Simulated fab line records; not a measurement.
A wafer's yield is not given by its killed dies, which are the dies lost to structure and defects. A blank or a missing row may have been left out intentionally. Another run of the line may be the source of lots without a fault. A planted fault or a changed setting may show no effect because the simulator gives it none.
Problem report in the 8D (eight disciplines) form, filled by code / flow gf180mcu / the parts of the form that need people (team, actions taken, sign-off) are left out

== 1. WHAT WENT WRONG ==
dose ions cm2 at GF_DNWELL_IMPLANT_07 reads a mean of 1.031e+13 on 6 wafers of 2 lots; wafers without a fault read 9.999e+12 with a standard deviation of 1e+10. Relative to the usual mean, that is a shift of +31 standard deviations.
Seen first at day 4 15:33 on implanter-02, wafer L601.1. Wafers with a number at this step in the record: 18, from 6 lots. The rule behind "out" and "out of limits": a value lying over 4 standard deviations away from the usual mean. All remaining wafers that have a number are taken as sound.

== 2. WHAT IT IS, AND WHAT IT ISN'T ==
question=which readings at this step | is=dose ions cm2 | is not=beam energy keV
question=which lots | is=L601, L603 | is not=L597, L600, L602, L613
question=which wafers of those lots | is=all that have a number | is not=-
question=read on which tools | is=implanter-02 | is not=implanter-03, implanter-04
question=when | is=from day 4 15:33 | is not=up to then (6 sound wafers); but 6 sound wafers of L602, L613 came after

== 3. WHAT RULES OUT EACH SUSPECT ==
Counting: a tool at a process step up to the reading stays a suspect if it ran every lot that is out and no sound lot after the first of them.
- implanter-02 at GF_DNWELL_IMPLANT_07: kept. Every lot that is out went through it, starting with L601 (day 4 15:33), and after that it ran no sound lot; the last sound lot it ran before then is L597 (day 3 18:19). Its own dose ions cm2 readings are out on those wafers.
Remaining after the count: implanter-02 at GF_DNWELL_IMPLANT_07.

== 4. THE CAUSE (what the simulator had put in) ==
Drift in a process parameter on implanter-02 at GF_DNWELL_IMPLANT_07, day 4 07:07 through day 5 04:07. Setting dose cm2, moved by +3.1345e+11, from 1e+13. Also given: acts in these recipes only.
Counting left only this tool.

== 5. THE EFFECT CHAIN, in route order ==
Each row: a reading where the mean over the struck wafers with a number is more than 3 standard deviations away from the usual. Readings are gone through only where the record gives a usual standard deviation; hours: the median, over the lots, of the time from a lot's start at the first step in this table giving one to that lot's start at this step; sigmas: the change measured in usual standard deviations.
hours=0; step=GF_DNWELL_IMPLANT_07; reading=dose ions cm2; usual=9.999e+12; on struck wafers=1.031e+13; change=+3.077e+11; sigmas=+31
Here are the process steps it includes:
- GF_DNWELL_IMPLANT_07

== 6. HOW IT WOULD HAVE BEEN CAUGHT EARLIER ==
In this record the first reading out of limits was taken at day 4 15:33, 8 hours after the fault began at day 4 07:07.
